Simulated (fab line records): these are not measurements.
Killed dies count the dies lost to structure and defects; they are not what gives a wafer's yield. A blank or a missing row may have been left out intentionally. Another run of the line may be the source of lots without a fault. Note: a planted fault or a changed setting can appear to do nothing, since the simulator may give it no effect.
A lot that was struck, set against a sound lot :: flow sky130 :: 14 out of 708 route steps
Sound: wafers L654.1, L654.3, L654.5. Wafers L657.2, L657.3, L657.5 were the ones struck. The cause is given at the end.
Order at every step that has rows: each side's tool, ch and its chambers, its first start. Under that, the readings that differ: sound wafers :: struck wafers :: difference of the means :: sigmas: that difference in standard deviations of wafers without a fault.
alike: a reading whose means differ by less than 2 such deviations, as well as words and numbers matching on both sides. not compared: withheld readings; readings where some wafer has no value; bounds like >300 that might hide an equal value; numbers whose values overlap and for which the record gives no deviation.
Wherever a step has rows on one side only, a row that says differs or no value, or a row with sigmas, the two part there. Numbers that don't overlap but have no deviation are shown without sigmas and don't part them. A reading that every wafer of one side lacks parts them only if that side has two wafers or more.

SKY_VIA2_CMP_02: polishes SiO2.
  sound on cmp-02 ch 0,1,2, day 38 21:07; struck on cmp-02 ch 0,3, day 39 07:24
  alike: edge zone pressure frac, motor current A, platen rpm, slurry filter dp kPa
SKY_VIA2_BOW_MEAS_03:
  sound: film metro-01 at day 38 21:25; struck: film metro-03 at day 39 07:43
  alike: VIA2_BOW
then, 8 steps without rows for these wafers: SKY_VIA2_DEHYDRATE_04 (time 60 s); SKY_VIA2_HMDS_05 (prime time 60 s); SKY_VIA2_COAT_06 (resist thk 60 nm); SKY_VIA2_COAT_07 (resist thk 450 nm); SKY_VIA2_SOFTBAKE_08 (time 90 s); SKY_VIA2_EXPOSE_09 (exposes mask VIM2, target cd 200 nm); SKY_VIA2_PEB_10; SKY_VIA2_DEVELOP_11 (develop time 60 s).
SKY_VIA2_CD_MEAS_12: the cd target is 200 nm.
  sound: cd sem-02 at day 39 21:40; struck: cd sem-02 at day 40 08:29
reading: cd nm (nm)
sound: 197.6 198.3 197.1
struck: 201.7 200.4 201.5
difference: +3.5
sigmas: +2
SKY_VIA2_OVL_MEAS_13:
  sound: overlay-01 at day 39 21:47; struck: overlay-02 at day 40 08:35
  alike: VIA2_OVL
SKY_VIA2_ETCH_14: etches BARC in N2/H2, stops on SiO2, time 45.9 s, target depth 60 nm.
  sound on rie diel-02 ch 1,2, day 39 21:49; struck on rie diel-02 ch 2,3, day 40 08:37
reading: oes product au (a.u.)
sound: 0.848 0.856 0.855
struck: 0.940 0.942 0.942
difference: +0.088
sigmas: +18

reading: run length s (s)
sound: 73.6 74.5 73.7
struck: 69.4 68.6 69.0
difference: -4.9
sigmas: -11

reading: model.KrF-thick_of_VIA2_COAT_07.thk nm (nm)
sound: 391.8 393.5 391.2
struck: 395.4 395.5 394
difference: +2.8
sigmas: 
  alike: chamber pressure mTorr, drypump motor current A, throttle valve pct
  not compared: rf hours counter h
SKY_VIA2_ETCH_15: etches SiO2 in C4F8/O2/Ar, stops on TiN, target depth 546 nm, time 84 s.
  sound on rie diel-02 ch 1,2, day 39 21:52; struck on rie diel-02 ch 2,3, day 40 08:40
reading: chamber pressure mTorr (mTorr)
sound: 40.04 40.03 40.02
struck: 39.95 39.97 39.93
difference: -0.08
sigmas: -2
  alike: oes product au, run length s
  not compared: rf hours counter h

## WHERE THEY PART
First at SKY_VIA2_CD_MEAS_12; last, within this record, at SKY_VIA2_ETCH_15.

WHY: what the simulator had put in
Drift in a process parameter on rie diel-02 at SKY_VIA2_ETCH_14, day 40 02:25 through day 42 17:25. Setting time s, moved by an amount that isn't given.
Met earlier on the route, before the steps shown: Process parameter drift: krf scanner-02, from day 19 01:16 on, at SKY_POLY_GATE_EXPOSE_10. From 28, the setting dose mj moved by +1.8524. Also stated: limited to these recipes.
